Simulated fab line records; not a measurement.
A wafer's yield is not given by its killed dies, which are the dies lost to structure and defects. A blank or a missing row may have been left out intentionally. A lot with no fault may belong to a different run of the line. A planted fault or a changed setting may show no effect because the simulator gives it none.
What tool caused it? | flow gf180mcu | Sampling: 6 lots, 18 wafers, 2 of 602 route steps

== WHAT THE GAUGES SHOWED, per wafer ==
GF_VT_IMPLANT_OVL_MEAS_18.
lot  | measured     | on         | VT_IMPLANT_01_OVL (nm)
L113 | day 7 00:40  | overlay-02 | 2.1 0.0 -0.2
L118 | day 8 06:10  | overlay-01 | -3.0 -2.3 -3.4
L124 | day 10 02:58 | overlay-01 | 1.2 2.1 0.0
L127 | day 10 18:43 | overlay-01 | -0.3 -0.4 -1.1
L129 | day 11 09:52 | overlay-02 | 0.9 0.3 2.0
L132 | day 12 07:13 | overlay-01 | 0.7 -0.1 0.7

== EACH LOT AND THE TOOL THAT RAN IT (in order: tool; ch and the chambers of the sampled wafers; start) ==
lot  | GF_VT_IMPLANT_STRIP_09
L113 | plasma asher-01 ch 0,1, day 6 09:12
L118 | plasma asher-03 ch 1, day 7 14:33
L124 | plasma asher-01 ch 0,1, day 9 09:15
L127 | plasma asher-02 ch 0,1, day 10 01:15
L129 | plasma asher-03 ch 0,1, day 10 15:42
L132 | plasma asher-01 ch 0,1, day 11 12:39
- GF_VT_IMPLANT_STRIP_09: strips in O2/N2.

== THE ANSWER, worked out from the rows above alone ==
Rule: what is usual is taken from the lots themselves. Put in order of their means at a reading, lots are off if they are a third of the lots or fewer, leave a main group of 4 or more, and stand apart from it by a gap of 3 or more times the standard deviation of the main group's means; of several such gaps the widest counts. A main group whose means are all the same, to the digits that the tables above print for the reading, isn't used. Also off: a lot with no number at a reading for which 4 or more lots have one. Where the step has rows for the other lots, those lots are counted as sound.
Off: L118, at GF_VT_IMPLANT_OVL_MEAS_18 (VT_IMPLANT_01_OVL). Mean 0.5 nm and standard deviation 0.62 in the main group.
If a tool, at a process step before that reading, ran all the lots that are off and no sound lot after the first of them, it fits. The gauges at GF_VT_IMPLANT_OVL_MEAS_18 are tried like those tools. Of those tried, none fits.

== WHAT WAS PUT IN BY THE SIMULATOR ==
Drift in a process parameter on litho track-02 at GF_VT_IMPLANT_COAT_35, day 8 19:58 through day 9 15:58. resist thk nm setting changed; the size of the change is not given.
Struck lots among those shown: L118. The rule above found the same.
